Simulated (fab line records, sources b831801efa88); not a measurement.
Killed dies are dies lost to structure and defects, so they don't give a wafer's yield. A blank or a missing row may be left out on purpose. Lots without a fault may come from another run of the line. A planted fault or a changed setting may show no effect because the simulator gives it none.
A struck lot beside a sound one | flow sky130 | 43 steps out of a route of 708
Sound: wafers L105.3, L105.4, L105.6. Struck: wafers L113.4, L113.5, L113.6. The cause comes at the end.
At each step with rows: each side's tool, then ch and its chambers, then its first start. Under that, the readings that differ: sound wafers | struck wafers | difference of the means | sigmas: that difference in standard deviations of wafers without a fault.
alike: readings whose means differ by less than 2 such deviations, and words and numbers that are the same on both sides. not compared: withheld readings, readings that some wafer has no value for, bounds like >300 that may hide the same value, and numbers for which the record gives no deviation and whose values overlap.
The two part at a step that has a row with sigmas, a row that says differs or no value, or rows on one side only. Numbers that don't overlap but have no deviation are shown without sigmas and don't part them. A reading that every wafer of one side lacks parts them only if that side has two wafers or more.

first, 1 step without rows for these wafers: SKY_VIA3_ETCH_15 (etches SiO2 in C4F8/O2/Ar, stops on TiN, target depth 507 nm, time 78 s).
SKY_VIA3_STRIP_16: strips in O2/N2.
  sound on plasma_asher-01 ch 0,1, day 41 12:14; struck on plasma_asher-04 ch 0,1, day 43 23:47
  alike: drypump_motor_current_A, oes_product_au, strip_time_to_endpoint_s
  not compared: rf_hours_counter_h
then, 5 steps without rows for these wafers: SKY_VIA3_STRIP_17 (strips in post etch residue remover, time 1200 s); SKY_VIA3_CLEAN_18 (cleans in IPA, time 180 s); SKY_VIA3_CLEAN_19 (cleans in O3/DIW); SKY_VIA3_SPUTTER_20 (material TiN, target thk 20 nm, time 80 s); SKY_VIA3_CVD_21 (deposits W, target thk 390 nm, time 117.31 s).
SKY_VIA3_RS_MEAS_22: measures by four-point-probe.
  sound on film_metro-04, day 41 13:07; struck on film_metro-01, day 44 00:38
  alike: VIA3_W_RS
SKY_VIA3_THK_MEAS_23: measures by xrf.
  sound on film_metro-04, day 41 13:13; struck on film_metro-01, day 44 00:43
  alike: VIA3_W_THK
SKY_VIA3_CMP_24: polishes, stops on SiO2, t overpolish 20 s, target thk 0 nm.
  sound on cmp-01 ch 2,3, day 41 13:19; struck on cmp-01 ch 0,1,3, day 44 00:54
  alike: motor_current_A, overpolish_run_s, time_to_endpoint_s
SKY_METAL4_SPUTTER_00: material Ti, target thk 15 nm, time 10 s.
  sound on pvd_sputter-02, day 41 13:34; struck on pvd_sputter-03, day 44 01:03
  alike: throttle_valve_pct
then, 1 step without rows for these wafers: SKY_METAL4_SPUTTER_01 (material TiN, target thk 20 nm, time 16.7 s).
SKY_METAL4_SPUTTER_02: material AlCu, target thk 735 nm, time 39.1 s.
  sound on pvd_sputter-02, day 41 13:37; struck on pvd_sputter-03, day 44 01:06
  reading                                     | sound           | struck            | difference | sigmas
  model.AlCu_of_METAL4_SPUTTER_02.thk_nm (nm) | 729 729.4 730.5 | 966.8 963.4 977.8 | +239.7     |
  alike: throttle_valve_pct
then, 2 steps without rows for these wafers: SKY_METAL4_SPUTTER_03 (material Ti, target thk 5 nm, time 3.3 s); SKY_METAL4_SPUTTER_04 (material TiN, target thk 70 nm, time 58.3 s).
SKY_CAP2M_CVD_00: deposits SiO2, target thk 15.5 nm.
  sound on pecvd-03 ch 0,2, day 41 13:43; struck on pecvd-04 ch 0,1,2, day 44 01:13
  alike: heater_power_w
SKY_CAP2M_THK_MEAS_01:
  sound on film_metro-03, day 41 13:45; struck on film_metro-04, day 44 01:16
  alike: CAP2M_CVD_00_THK
SKY_CAP2M_SPUTTER_02: material TiN, target thk 200 nm, time 166.7 s.
  sound on pvd_sputter-04, day 41 13:47; struck on pvd_sputter-04, day 44 01:17
  alike: throttle_valve_pct
SKY_CAP2M_RS_MEAS_03: measures by four-point-probe.
  sound on film_metro-02, day 41 13:56; struck on film_metro-04, day 44 01:28
  alike: CAP2M_TIN_RS
SKY_CAP2M_THK_MEAS_04: measures by xrf.
  sound on film_metro-02, day 41 14:02; struck on film_metro-04, day 44 01:33
  alike: CAP2M_TIN_THK
then, 7 steps without rows for these wafers: SKY_CAP2M_DEHYDRATE_05 (time 60 s); SKY_CAP2M_HMDS_06 (prime time 60 s); SKY_CAP2M_COAT_07 (resist thk 1140 nm); SKY_CAP2M_SOFTBAKE_08 (time 60 s); SKY_CAP2M_EXPOSE_09 (exposes mask CAP2M, target cd 1000 nm); SKY_CAP2M_PEB_10; SKY_CAP2M_DEVELOP_11 (develop time 60 s).
SKY_CAP2M_OVL_MEAS_12:
  sound on overlay-01, day 42 12:41; struck on overlay-01, day 44 23:46
  alike: CAP2M_OVL
then, 13 steps without rows for these wafers: SKY_CAP2M_METAL_ETCH_13 (etches TiN in Cl2/BCl3, stops on SiO2, target depth 220 nm, time 62.9 s); SKY_CAP2M_STRIP_14 (strips in O2/N2); SKY_CAP2M_STRIP_15 (strips in post etch residue remover, time 1200 s); SKY_CAP2M_CLEAN_16 (cleans in IPA, time 180 s); SKY_CAP2M_CLEAN_17 (cleans in O3/DIW); SKY_METAL4_DEHYDRATE_05 (time 60 s); SKY_METAL4_HMDS_06 (prime time 60 s); SKY_METAL4_COAT_07 (resist thk 60 nm); SKY_METAL4_COAT_08 (resist thk 1140 nm); SKY_METAL4_SOFTBAKE_09 (time 90 s); SKY_METAL4_EXPOSE_10 (exposes mask MM4, target cd 300 nm); SKY_METAL4_PEB_11; SKY_METAL4_DEVELOP_12 (develop time 60 s).
SKY_METAL4_CD_MEAS_13: target cd 300 nm.
  sound on cd_sem-02, day 43 11:38; struck on cd_sem-01, day 45 20:55
  reading    | sound             | struck            | difference | sigmas
  cd_nm (nm) | 303.1 302.3 303.6 | 298.3 299.2 299.3 | -4.1       | -3
SKY_METAL4_METAL_ETCH_18: etches the open film in Cl2/BCl3, stops on SiO2, target depth 845 nm, time 183.1 s.
  sound on rie_metal-03 ch 0,1, day 43 11:58; struck on rie_metal-01 ch 0,1, day 45 21:14
  reading               | sound             | struck            | difference | sigmas
  oes_product_au (a.u.) | 0.861 0.860 0.861 | 0.992 0.994 0.993 | +0.132     | +23
  alike: bcl3_flow_sccm, bias_w, drypump_motor_current_A, he_backside_leak_sccm, throttle_valve_pct
  not compared: rf_hours_counter_h

WHERE THEY PART
First at SKY_METAL4_CD_MEAS_13; last, within this record, at SKY_METAL4_METAL_ETCH_18.

WHY: what the simulator had put in
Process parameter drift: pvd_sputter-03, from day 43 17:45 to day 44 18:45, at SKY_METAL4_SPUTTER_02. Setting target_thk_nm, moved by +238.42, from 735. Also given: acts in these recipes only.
